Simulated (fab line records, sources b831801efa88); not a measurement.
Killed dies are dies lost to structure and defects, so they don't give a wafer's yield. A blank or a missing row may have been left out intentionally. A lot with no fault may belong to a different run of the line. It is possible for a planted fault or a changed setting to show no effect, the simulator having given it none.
Which tool is to blame? + flow sky130 + 12 lots, 36 wafers sampled, at 4 steps of a route of 708

## WHAT THE GAUGES READ, wafer by wafer
SKY_VIA1_THK_MEAS_01. Usual: VIA1_HDPCVD_THK gives 1040 nm (standard deviation 9.4).
| lot  | measured     | on           | VIA1_HDPCVD_THK (nm) | flag |
|------|--------------|--------------|----------------------|------|
| L386 | day 32 10:42 | filmMetro-02 | 1041 1036 1057       |      |
| L387 | day 33 05:40 | filmMetro-01 | 1041 1048 1062       |      |
| L389 | day 34 06:48 | filmMetro-01 | 1041 1032 1031       |      |
| L392 | day 35 05:23 | filmMetro-02 | 1051 1049 1045       |      |
| L393 | day 35 06:42 | filmMetro-01 | 1024 1022 1033       |      |
| L394 | day 35 18:51 | filmMetro-01 | 1042 1042 1044       |      |
| L396 | day 36 17:17 | filmMetro-02 | 1031 1032 1037       |      |
| L401 | day 37 18:17 | filmMetro-01 | 1043 1042 1026       |      |
| L406 | day 39 04:32 | filmMetro-03 | 838 832 831          | OFF  |
| L407 | day 39 11:10 | filmMetro-03 | 844 851 840          | OFF  |
| L408 | day 39 19:56 | filmMetro-02 | 1045 1048 1052       |      |
| L409 | day 39 21:41 | filmMetro-01 | 1040 1034 1044       |      |

SKY_METAL2_CD_MEAS_15 targets a cd of 140 nm. Usual: 140.3 nm for cdNm, sd 1.7.
| lot  | measured     | on       | cdNm (nm)         | flag |
|------|--------------|----------|-------------------|------|
| L386 | day 34 18:00 | cdSem-02 | 139.0 138.1 139.5 |      |
| L387 | day 35 14:06 | cdSem-01 | 138.4 137.3 138.2 |      |
| L389 | day 36 14:19 | cdSem-02 | 140.6 141.1 141.5 |      |
| L392 | day 37 11:57 | cdSem-01 | 138.2 141.5 140.7 |      |
| L393 | day 37 12:32 | cdSem-02 | 141.0 140.8 140.5 |      |
| L394 | day 38 00:25 | cdSem-01 | 139.4 138.6 138.7 |      |
| L396 | day 38 22:17 | cdSem-02 | 143.0 141.7 142.3 |      |
| L401 | day 39 23:51 | cdSem-02 | 139.9 139.7 138.8 |      |
| L406 | day 41 07:59 | cdSem-01 | 142.0 143.4 142.9 |      |
| L407 | day 41 13:57 | cdSem-02 | 138.9 139.3 139.2 |      |
| L408 | day 41 22:44 | cdSem-02 | 140.0 141.5 141.0 |      |
| L409 | day 42 00:37 | cdSem-02 | 138.9 139.6 139.7 |      |

## TOOL THAT RAN EACH LOT (tool first, then ch and the chambers of the sampled wafers, then the start)
| lot  | SKY_SD_N_RTA_14                 | SKY_VIA1_HDPCVD_00               |
|------|---------------------------------|----------------------------------|
| L386 | rtpAnneal-02 ch 0, day 27 10:10 | hdpcvd-01 ch 0,1,2, day 32 10:35 |
| L387 | rtpAnneal-01 ch 0, day 28 08:47 | hdpcvd-02 ch 0,1, day 33 05:32   |
| L389 | rtpAnneal-01 ch 0, day 29 10:04 | hdpcvd-02 ch 0,1, day 34 06:40   |
| L392 | rtpAnneal-01 ch 0, day 30 09:25 | hdpcvd-02 ch 0,1,2, day 35 05:16 |
| L393 | rtpAnneal-02 ch 0, day 30 10:53 | hdpcvd-01 ch 0,1, day 35 06:34   |
| L394 | rtpAnneal-02 ch 0, day 30 23:35 | hdpcvd-02 ch 0,2, day 35 18:43   |
| L396 | rtpAnneal-01 ch 0, day 31 23:03 | hdpcvd-02 ch 0,1, day 36 17:10   |
| L401 | rtpAnneal-01 ch 0, day 33 00:52 | hdpcvd-01 ch 0,1, day 37 18:10   |
| L406 | rtpAnneal-02 ch 0, day 34 15:46 | hdpcvd-02 ch 0,1, day 39 04:25   |
| L407 | rtpAnneal-01 ch 0, day 34 21:09 | hdpcvd-02 ch 0,2, day 39 11:03   |
| L408 | rtpAnneal-02 ch 0, day 35 06:54 | hdpcvd-01 ch 1,2, day 39 19:49   |
| L409 | rtpAnneal-01 ch 0, day 35 08:52 | hdpcvd-01 ch 0,1, day 39 21:34   |
- SKY_SD_N_RTA_14: time 2 s.
- SKY_VIA1_HDPCVD_00: deposits SiO2, target thk 1030 nm, time 171.7 s.

## WHAT THE TOOLS THEMSELVES READ (means of the sampled wafers that have a number; where no wafer has one, the mark that the record gives instead)
SKY_SD_N_RTA_14. Usual: lampPowerPct 15.73 %, standard deviation 0.052; wafer_temp_C_max 1078.4, standard deviation 1.4.
| lot  | tool         | lampPowerPct (%) | wafer_temp_C_max | flag |
|------|--------------|------------------|------------------|------|
| L386 | rtpAnneal-02 | 15.76            | 1077.6           |      |
| L387 | rtpAnneal-01 | 15.73            | 1079.1           |      |
| L389 | rtpAnneal-01 | 15.70            | 1079.3           |      |
| L392 | rtpAnneal-01 | 15.70            | 1080.0           |      |
| L393 | rtpAnneal-02 | 15.72            | 1078.0           |      |
| L394 | rtpAnneal-02 | 15.73            | 1078.1           |      |
| L396 | rtpAnneal-01 | 15.76            | 1079.4           |      |
| L401 | rtpAnneal-01 | 15.72            | 1078.3           |      |
| L406 | rtpAnneal-02 | 15.77            | 1077.5           |      |
| L407 | rtpAnneal-01 | 15.76            | 1079.8           |      |
| L408 | rtpAnneal-02 | 15.69            | 1076.7           |      |
| L409 | rtpAnneal-01 | 15.76            | 1079.6           |      |

SKY_VIA1_HDPCVD_00. Usual: pressureMtorr 6.000 mTorr, standard deviation 0.012; sih4FlowSccm 59.99 sccm, standard deviation 0.16.
| lot  | tool      | pressureMtorr (mTorr) | sih4FlowSccm (sccm) | flag |
|------|-----------|-----------------------|---------------------|------|
| L386 | hdpcvd-01 | 6.004                 | 59.93               |      |
| L387 | hdpcvd-02 | 6.025                 | 60.15               |      |
| L389 | hdpcvd-02 | 6.011                 | 60.01               |      |
| L392 | hdpcvd-02 | 6.002                 | 60.05               |      |
| L393 | hdpcvd-01 | 5.999                 | 59.83               |      |
| L394 | hdpcvd-02 | 5.988                 | 59.94               |      |
| L396 | hdpcvd-02 | 5.998                 | 59.98               |      |
| L401 | hdpcvd-01 | 6.008                 | 60.06               |      |
| L406 | hdpcvd-02 | 6.006                 | 48.08               | OFF  |
| L407 | hdpcvd-02 | 6.005                 | 47.93               | OFF  |
| L408 | hdpcvd-01 | 5.999                 | 59.94               |      |
| L409 | hdpcvd-01 | 6.002                 | 60.06               |      |

## THE ANSWER, worked out from the rows above alone
Rule: take the mean of a lot's wafers that have a number; if it is more than 3 standard deviations from the usual mean, the lot is off. Also off: a lot with no number at a reading for which 4 or more lots have one. The other lots that the step has rows for count as sound. The gauges are gone through in route order, then the tools' own readings, and for those a lot's mean is taken as printed above. The first step at which some lot is off is used, and at that step the reading that is off furthest; a lot without a number counts as furthest.
Off: L406, L407, seen at SKY_VIA1_THK_MEAS_01 (VIA1_HDPCVD_THK).
If a tool, at a process step before that reading, ran all the lots that are off and no sound lot after the first of them, it fits. Not tried: the gauges at SKY_VIA1_THK_MEAS_01; whatever is off there is also off at SKY_VIA1_HDPCVD_00, on other tools, and gauge error can't account for it. One fits: SKY_VIA1_HDPCVD_00 on hdpcvd-02. A fault onset in the window from L396 (day 36 17:10, its last sound lot) to L406 (day 39 04:25, its first lot off) fits.
On the lots that are off, the tool's own readings at SKY_VIA1_HDPCVD_00 differ by more than 5 times the standard deviation of the sound lots' means, which bears it out; sih4FlowSccm reads 48.00 sccm there versus 59.99 sccm on the sound lots.

## WHAT THE SIMULATOR HAD INSERTED
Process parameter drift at SKY_VIA1_HDPCVD_00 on hdpcvd-02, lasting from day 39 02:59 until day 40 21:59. From 60, the setting sih4FlowSccm moved by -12. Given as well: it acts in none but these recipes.
Struck lots among those shown: L406, L407. The rule given above showed the same thing.
